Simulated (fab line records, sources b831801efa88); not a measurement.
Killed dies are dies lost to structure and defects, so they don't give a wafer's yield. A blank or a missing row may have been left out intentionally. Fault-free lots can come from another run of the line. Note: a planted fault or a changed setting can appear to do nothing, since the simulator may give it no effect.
The tool behind it: which one?	flow sky130	12 lots with 36 wafers sampled at 3 steps, on a route of 708 steps

## WHAT EACH GAUGE READ, for each wafer
SKY_PASSIVATION_THK_MEAS_01. Usual: PASSIVATION_CVD_00_THK 90.6 nm, standard deviation 1.5.
lot	measured	on	PASSIVATION_CVD_00_THK (nm)	flag
L695	day 44 17:18	film_metro-04	92.5 90.6 89.6	
L694	day 44 19:22	film_metro-03	89.5 89.8 92.0	
L696	day 44 21:21	film_metro-04	88.9 91.6 90.2	
L697	day 45 02:13	film_metro-01	90.1 90.4 91.0	
L698	day 45 07:03	film_metro-01	88.4 89.8 91.3	
L702	day 46 08:49	film_metro-03	89.6 89.4 91.3	
L704	day 47 00:09	film_metro-03	92.3 90.4 90.2	
L705	day 47 01:46	film_metro-01	91.7 92.6 91.3	
L707	day 47 10:13	film_metro-03	91.4 92.9 93.1	
L709	day 48 00:22	film_metro-01	89.4 90.3 91.3	
L710	day 48 01:28	film_metro-01	90.0 91.4 90.7	
L711	day 48 12:29	film_metro-01	87.7 91.3 88.6	

## EACH LOT AND THE TOOL THAT RAN IT (in order: tool; ch and the chambers of the sampled wafers; start)
lot	SKY_METAL2_CLEAN_22	SKY_METAL5_STRIP_16
L695	wet_bench-03 ch 1, day 36 04:10	plasma_asher-01 ch 0,1, day 44 16:41
L694	wet_bench-04 ch 2, day 36 05:53	plasma_asher-02 ch 0,1, day 44 18:44
L696	wet_bench-03 ch 0, day 36 09:26	plasma_asher-04 ch 0,1, day 44 20:45
L697	wet_bench-04 ch 2, day 36 14:20	plasma_asher-01 ch 0, day 45 01:33
L698	wet_bench-04 ch 1, day 36 20:11	plasma_asher-02 ch 0,1, day 45 06:27
L702	wet_bench-04 ch 0, day 38 01:53	plasma_asher-02 ch 0,1, day 46 08:12
L704	wet_bench-03 ch 1, day 38 20:13	plasma_asher-01 ch 0,1, day 46 23:26
L705	wet_bench-03 ch 3, day 38 22:02	plasma_asher-04 ch 0,1, day 47 01:09
L707	wet_bench-04 ch 2, day 39 09:08	plasma_asher-02 ch 0,1, day 47 09:34
L709	wet_bench-01 ch 0, day 40 02:55	plasma_asher-02 ch 0,1, day 47 23:45
L710	wet_bench-04 ch 2, day 40 03:40	plasma_asher-04 ch 0,1, day 48 00:51
L711	wet_bench-04 ch 2, day 40 18:05	plasma_asher-02 ch 0,1, day 48 11:22
- SKY_METAL2_CLEAN_22: cleans in IPA, time 180 s.
- SKY_METAL5_STRIP_16: strips in O2/N2.

## WHAT THE TOOLS THEMSELVES READ (means of the sampled wafers that have a number; where no wafer has one, the mark that the record gives instead)
SKY_METAL5_STRIP_16. Usual: drypump_motor_current_A 5.8 A, standard deviation 0.55; oes_product_au 0.710 a.u., standard deviation 0.0047; strip_time_to_endpoint_s 13.06 s, standard deviation 0.17.
lot	tool	drypump_motor_current_A (A)	oes_product_au (a.u.)	strip_time_to_endpoint_s (s)	flag
L695	plasma_asher-01	6.0	0.707	12.89	
L694	plasma_asher-02	5.4	0.712	12.78	
L696	plasma_asher-04	5.7	0.708	13.11	
L697	plasma_asher-01	5.6	0.708	12.90	
L698	plasma_asher-02	5.3	0.709	12.98	
L702	plasma_asher-02	5.7	0.708	13.10	
L704	plasma_asher-01	6.3	0.709	13.26	
L705	plasma_asher-04	5.7	0.712	13.19	
L707	plasma_asher-02	5.3	0.713	12.91	
L709	plasma_asher-02	5.7	0.709	13.17	
L710	plasma_asher-04	5.7	0.712	12.93	
L711	plasma_asher-02	5.3	0.705	13.23	

## THE ANSWER, worked out from the rows above alone
Rule: a lot is off if the mean of its wafers that have a number lies more than 3 standard deviations from the usual mean. A lot without any number at a reading at which 4 lots or more have one is off too. Where the step has rows for the other lots, those lots are counted as sound. The gauges are gone through in route order, then the tools' own readings, and for those a lot's mean is taken as printed above. At the first step where some lot is off, the reading lying furthest off is the one used; lots without a number count as furthest.
Nothing can be told from this: no lot is off at any reading shown.

## WHAT THE SIMULATOR PUT IN
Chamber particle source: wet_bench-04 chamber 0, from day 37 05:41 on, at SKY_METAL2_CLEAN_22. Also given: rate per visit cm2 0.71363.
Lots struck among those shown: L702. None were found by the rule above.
